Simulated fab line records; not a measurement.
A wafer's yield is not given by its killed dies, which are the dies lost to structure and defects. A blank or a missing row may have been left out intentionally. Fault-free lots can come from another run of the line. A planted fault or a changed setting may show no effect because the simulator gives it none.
Which tool did it? | flow gf180mcu | 35 wafers from 12 lots sampled at 6 of the route's 602 steps

## WHAT THE GAUGES READ, wafer by wafer
GF_V1_THK_MEAS_01. Usual: for V1_CVD_00_THK the level is 603 nm and the standard deviation is 6.5.
lot  | measured     | on           | V1_CVD_00_THK (nm) | flag
L869 | day 17 03:55 | filmMetro-02 | 600 600 604        | 
L870 | day 17 14:16 | filmMetro-01 | 584 591 584        | 
L875 | day 19 11:28 | filmMetro-01 | 607 610            | 
L882 | day 21 23:49 | filmMetro-02 | 599 607 602        | 
L883 | day 22 04:46 | filmMetro-04 | 607 605 610        | 
L884 | day 23 01:26 | filmMetro-04 | 608 597 605        | 
L885 | day 23 05:20 | filmMetro-04 | 602 611 611        | 
L886 | day 23 14:59 | filmMetro-01 | 602 592 597        | 
L887 | day 23 18:38 | filmMetro-01 | 611 610 616        | 
L888 | day 23 23:22 | filmMetro-04 | 601 593 601        | 
L889 | day 24 06:13 | filmMetro-04 | 602 602 596        | 
L890 | day 24 14:16 | filmMetro-02 | 607 604 612        | 

GF_M2_RS_MEAS_05: a four-point-probe measurement. Usual: for M2_ALCU_RS the level is 0.0694 ohm/sq and the standard deviation is 0.00085.
lot  | measured     | on           | M2_ALCU_RS (ohm/sq)  | flag
L869 | day 18 05:17 | filmMetro-02 | 0.0686 0.0705 0.0688 | 
L870 | day 18 15:13 | filmMetro-02 | 0.0677 0.0693 0.0697 | 
L875 | day 20 13:33 | filmMetro-01 | 0.0724 0.0676        | 
L882 | day 23 01:11 | filmMetro-03 | 0.0697 0.0691 0.0711 | 
L883 | day 23 06:00 | filmMetro-03 | 0.0689 0.0694 0.0690 | 
L884 | day 24 01:58 | filmMetro-01 | 0.0690 0.0686 0.0683 | 
L885 | day 24 05:59 | filmMetro-01 | 0.0684 0.0689 0.0695 | 
L886 | day 24 16:20 | filmMetro-01 | 0.0703 0.0686 0.0689 | 
L887 | day 24 18:35 | filmMetro-01 | 0.0705 0.0705 0.0705 | 
L888 | day 24 23:14 | filmMetro-01 | 0.0700 0.0698 0.0700 | 
L889 | day 25 06:40 | filmMetro-01 | 0.0704 0.0698 0.0696 | 
L890 | day 25 14:26 | filmMetro-02 | 0.0696 0.0693 0.0692 | 

GF_M2_THK_MEAS_06: measures by xrf. Usual: for M2_ALCU_THK the level is 448 nm and the standard deviation is 5.7.
lot  | measured     | on           | M2_ALCU_THK (nm) | flag
L869 | day 18 05:23 | filmMetro-02 | 454 441 452      | 
L870 | day 18 15:20 | filmMetro-02 | 458 448 446      | 
L875 | day 20 13:38 | filmMetro-01 | 430 462          | 
L882 | day 23 01:18 | filmMetro-03 | 446 448 435      | 
L883 | day 23 06:07 | filmMetro-03 | 451 445 451      | 
L884 | day 24 02:04 | filmMetro-01 | 449 453 456      | 
L885 | day 24 06:05 | filmMetro-01 | 453 452 447      | 
L886 | day 24 16:26 | filmMetro-01 | 441 454 449      | 
L887 | day 24 18:43 | filmMetro-01 | 440 442 442      | 
L888 | day 24 23:22 | filmMetro-01 | 445 447 443      | 
L889 | day 25 06:47 | filmMetro-01 | 442 449 448      | 
L890 | day 25 14:34 | filmMetro-02 | 447 447 448      | 

GF_M2_OVL_MEAS_15. Usual: for M2_OVL the level is -2 nm and the standard deviation is 4.5.
lot  | measured     | on         | M2_OVL (nm) | flag
L869 | day 19 04:56 | overlay-01 | -5 1 -6     | 
L870 | day 19 16:02 | overlay-02 | -5 -7 3     | 
L875 | day 21 13:32 | overlay-02 | -11 -1      | 
L882 | day 23 22:55 | overlay-01 | 5 3 -3      | 
L883 | day 24 04:14 | overlay-01 | -1 -4 -7    | 
L884 | day 25 00:02 | overlay-01 | -3 -5 -3    | 
L885 | day 25 02:56 | overlay-02 | 6 -1 4      | 
L886 | day 25 13:23 | overlay-02 | 5 2 0       | 
L887 | day 25 16:11 | overlay-02 | -13 -5 -9   | 
L888 | day 25 20:37 | overlay-01 | 2 6 3       | 
L889 | day 26 03:47 | overlay-02 | 1 -6 -7     | 
L890 | day 26 11:20 | overlay-02 | 1 -5 -1     | 

## WHICH TOOL RAN EACH LOT (tool, then ch and the chambers of the sampled wafers, then the start)
lot  | GF_V1_ETCH_16                     | GF_M2_SPUTTER_02
L869 | rieDiel-03 ch 0,1,2, day 18 03:40 | pvdSputter-02, day 18 05:09
L870 | rieDiel-02 ch 0,3, day 18 13:37   | pvdSputter-02, day 18 15:07
L875 | rieDiel-02 ch 0,3, day 20 11:55   | pvdSputter-03, day 20 13:24
L882 | rieDiel-02 ch 0,2,3, day 22 23:37 | pvdSputter-02, day 23 01:05
L883 | rieDiel-01 ch 0,2,3, day 23 04:25 | pvdSputter-02, day 23 05:55
L884 | rieDiel-02 ch 0,1, day 24 00:22   | pvdSputter-03, day 24 01:51
L885 | rieDiel-02 ch 0,1, day 24 04:22   | pvdSputter-02, day 24 05:52
L886 | rieDiel-01 ch 0,1,2, day 24 14:41 | pvdSputter-02, day 24 16:13
L887 | rieDiel-03 ch 0,2,3, day 24 17:01 | pvdSputter-01, day 24 18:30
L888 | rieDiel-01 ch 0,1,2, day 24 21:37 | pvdSputter-01, day 24 23:09
L889 | rieDiel-01 ch 2,3, day 25 05:04   | pvdSputter-03, day 25 06:34
L890 | rieDiel-02 ch 0,1,3, day 25 12:52 | pvdSputter-03, day 25 14:21
- GF_V1_ETCH_16: etches BARC in N2/H2.
- GF_M2_SPUTTER_02: material AlCu, target thk 450 nm, time 23.9 s.

## AS READ BY THE TOOLS THEMSELVES (means over the sampled wafers that have a number; for cases with no such wafer, the mark the record gives instead)
GF_V1_ETCH_16. Usual: drypumpMotorCurrentA 5.9 A, standard deviation 0.33; oesProductAu 0.855 a.u., standard deviation 0.0042; throttleValvePct 13.225 %, standard deviation 0.0096.
lot  | tool       | drypumpMotorCurrentA (A) | oesProductAu (a.u.) | throttleValvePct (%) | flag
L869 | rieDiel-03 | 5.6                      | 0.858               | 13.224               | 
L870 | rieDiel-02 | 5.9                      | 0.855               | 13.217               | 
L875 | rieDiel-02 | 5.8                      | 0.855               | 13.226               | 
L882 | rieDiel-02 | 6.0                      | 0.854               | 13.227               | 
L883 | rieDiel-01 | 5.9                      | 0.856               | 13.224               | 
L884 | rieDiel-02 | 6.0                      | 0.855               | 13.228               | 
L885 | rieDiel-02 | 6.0                      | 0.858               | 13.227               | 
L886 | rieDiel-01 | 5.9                      | 0.853               | 13.221               | 
L887 | rieDiel-03 | 5.6                      | 0.855               | 13.216               | 
L888 | rieDiel-01 | 5.8                      | 0.854               | 13.209               | 
L889 | rieDiel-01 | 6.0                      | 0.860               | 13.232               | 
L890 | rieDiel-02 | 5.9                      | 0.852               | 13.229               | 

GF_M2_SPUTTER_02. Usual: throttleValvePct 30.1 %, standard deviation 0.8.
lot  | tool          | throttleValvePct (%) | flag
L869 | pvdSputter-02 | 30.9                 | 
L870 | pvdSputter-02 | 30.6                 | 
L875 | pvdSputter-03 | 30.5                 | 
L882 | pvdSputter-02 | 30.2                 | 
L883 | pvdSputter-02 | 30.5                 | 
L884 | pvdSputter-03 | 30.0                 | 
L885 | pvdSputter-02 | 30.1                 | 
L886 | pvdSputter-02 | 29.9                 | 
L887 | pvdSputter-01 | 29.8                 | 
L888 | pvdSputter-01 | 29.7                 | 
L889 | pvdSputter-03 | 29.8                 | 
L890 | pvdSputter-03 | 29.9                 | 

## THE ANSWER, worked out from the rows above alone
Rule: lot off if the mean of its wafers having a number is beyond 3 standard deviations from the usual mean. A lot without any number at a reading at which 4 lots or more have one is off too. Any other lot the step has rows for is counted as sound. First the gauges in route order, then the tools' own readings, where a lot's mean is used as printed above. The first step at which some lot is off is used, and at that step the reading that is off furthest; a lot without a number counts as furthest.
Nothing can be told from this: no lot is off at any reading shown.

## WHAT HAD BEEN PUT IN BY THE SIMULATOR
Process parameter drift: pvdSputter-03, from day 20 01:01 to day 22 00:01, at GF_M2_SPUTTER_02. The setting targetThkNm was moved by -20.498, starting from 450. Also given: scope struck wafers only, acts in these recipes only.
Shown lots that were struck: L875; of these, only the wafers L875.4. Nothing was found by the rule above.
